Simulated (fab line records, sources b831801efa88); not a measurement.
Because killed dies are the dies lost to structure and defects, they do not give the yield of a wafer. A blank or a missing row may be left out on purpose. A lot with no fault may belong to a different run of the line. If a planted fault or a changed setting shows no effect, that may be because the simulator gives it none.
Matching of chambers | flow gf180mcu | GF_STI_CMP_25 on cmp-01: 4 sister chambers
The step polishes, stops on Si3N4, t overpolish 33 s, target thk 524.6 nm. 16 wafers are shown with their chamber, then 8 later ones without.

== WAFERS, EACH WITH ITS CHAMBER ==
wafer  | chamber | motor_current_A (A) | time_to_endpoint_s (s) | overpolish_run_s (s)
L606.2 | 1       | 10.4                | 125                    | 33.002
L606.4 | 3       | 13.2                | 121                    | 33.012
L606.6 | 3       | 12.8                | 122                    | 32.987
L607.3 | 1       | 10.5                | 122                    | 33.006
L607.4 | 2       | 11.8                | 117                    | 32.993
L607.6 | 3       | 12.4                | 117                    | 32.995
L614.2 | 1       | 10.9                | 130                    | 32.995
L614.3 | 3       | 12.4                | 124                    | 32.999
L614.4 | 0       | 11.9                | 126                    | 33.020
L615.4 | 3       | 13.0                | 128                    | 33.001
L615.5 | 2       | 11.9                | 123                    | 32.989
L615.6 | 3       | 12.3                | 127                    | 33.004
L618.2 | 1       | 11.1                | 132                    | 33.002
L618.3 | 0       | 12.7                | 125                    | 32.992
L618.4 | 2       | 11.8                | 121                    | 32.983
L620.1 | 2       | 11.8                | 115                    | 32.988

SIGNATURES (means of the wafers above)
reading            | chamber 0 | chamber 1 | chamber 2 | chamber 3 | scatter within a chamber
motor_current_A    | 12.300    | 10.725    | 11.825    | 12.683    | 0.335
time_to_endpoint_s | 125.50    | 127.25    | 119.00    | 123.17    | 3.94
overpolish_run_s   | 33.00600  | 33.00125  | 32.98825  | 32.99967  | 0.00847
Rule: distance of a wafer from a chamber = root of the sum over the readings of ((wafer's reading minus chamber's mean) / reading's scatter) squared. The wafer belongs to the nearest chamber; if the next one is less than 2 further off, it can't be placed. The scatter: take each reading less its chamber's mean, square it, sum over the shown wafers, divide by the number of wafers less the number of chambers, and take the root.

== WAFERS WITH NO CHAMBER GIVEN ==
wafer  | motor_current_A (A) | time_to_endpoint_s (s) | overpolish_run_s (s)
L620.2 | 10.6                | 117                    | 32.998
L620.5 | 12.6                | 120                    | 33.002
L624.2 | 10.1                | 125                    | 33.000
L624.3 | 12.8                | 122                    | 33.000
L624.6 | 10.5                | 124                    | 32.997
L628.3 | 10.6                | 122                    | 33.013
L628.5 | 12.2                | 122                    | 32.997
L628.6 | 10.6                | 120                    | 32.995

== THE CHAMBER EACH PASSED THROUGH ==
wafer  | from the rows above          | in truth
L620.2 | can't be placed: 1 or 2      | 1
L620.5 | can't be placed: 3 or 0 or 2 | 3
L624.2 | 1                            | 1
L624.3 | can't be placed: 3 or 0      | 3
L624.6 | 1                            | 1
L628.3 | 1                            | 1
L628.5 | can't be placed: 0 or 3 or 2 | 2
L628.6 | can't be placed: 1 or 2      | 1
Correctly placed: 3 of 8. Can't be placed from these rows: 5 (the true chamber is among the candidates in 5). Number placed wrongly: 0.
